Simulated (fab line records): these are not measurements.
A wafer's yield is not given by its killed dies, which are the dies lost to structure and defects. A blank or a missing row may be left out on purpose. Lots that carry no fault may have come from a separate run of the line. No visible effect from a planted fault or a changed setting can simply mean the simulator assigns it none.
Which tool is to blame? / flow sky130 / 18 wafers from 6 lots sampled at 2 of the route's 708 steps

WHAT EACH GAUGE READ, for each wafer
SKY_SD_N_RS_MEAS_16: measurement is done with a four-point probe.
lot=L309; measured=day 28 22:28; on=film metro-02; SD_N_RS (ohm/sq)=68.47 68.52 68.54
lot=L311; measured=day 30 01:23; on=film metro-01; SD_N_RS (ohm/sq)=68.64 68.54 68.54
lot=L313; measured=day 30 14:05; on=film metro-02; SD_N_RS (ohm/sq)=68.43 68.48 68.27
lot=L317; measured=day 31 21:32; on=film metro-02; SD_N_RS (ohm/sq)=68.33 68.53 68.35
lot=L320; measured=day 32 19:12; on=film metro-02; SD_N_RS (ohm/sq)=69.72 69.83 69.76 69.55 69.74 69.70
lot=L326; measured=day 34 17:43; on=film metro-01; SD_N_RS (ohm/sq)=68.51 68.36 68.47

EACH LOT AND THE TOOL THAT RAN IT (in order: tool; ch and the chambers of the sampled wafers; start)
lot=L309; SKY_SD_N_IMPLANT_10=implanter-01 ch 0, day 28 21:55
lot=L311; SKY_SD_N_IMPLANT_10=implanter-01 ch 0, day 30 00:52
lot=L313; SKY_SD_N_IMPLANT_10=implanter-03 ch 0, day 30 13:32
lot=L317; SKY_SD_N_IMPLANT_10=implanter-03 ch 0, day 31 21:01
lot=L320; SKY_SD_N_IMPLANT_10=implanter-03 ch 0, day 32 18:37
lot=L326; SKY_SD_N_IMPLANT_10=implanter-04 ch 0, day 34 17:11
- SKY_SD_N_IMPLANT_10

THE ANSWER, worked out from the rows above alone
Rule: what is usual is taken from the lots themselves. The widest of any qualifying gaps counts: lots, ordered by their means at a reading, are off when they make up no more than a third of the lots, leave a main group of 4 or more, and stand apart from it by 3 or more times the standard deviation of that group's means. If all means in a main group match to the digits the tables above print for the reading, that group is not used. A lot without any number at a reading at which 4 lots or more have one is off too. Where the step has rows for the other lots, those lots are counted as sound.
Off: L320, at SKY_SD_N_RS_MEAS_16 (SD_N_RS). Mean 68.47 ohm/sq and standard deviation 0.068 in the main group.
If a tool, at a process step before that reading, ran all the lots that are off and no sound lot after the first of them, it fits. The gauges at SKY_SD_N_RS_MEAS_16 are tried like those tools. Can't be told from this: 2 tools fit, implanter-03 at SKY_SD_N_IMPLANT_10, film metro-02 at SKY_SD_N_RS_MEAS_16.

WHAT WAS PUT IN BY THE SIMULATOR
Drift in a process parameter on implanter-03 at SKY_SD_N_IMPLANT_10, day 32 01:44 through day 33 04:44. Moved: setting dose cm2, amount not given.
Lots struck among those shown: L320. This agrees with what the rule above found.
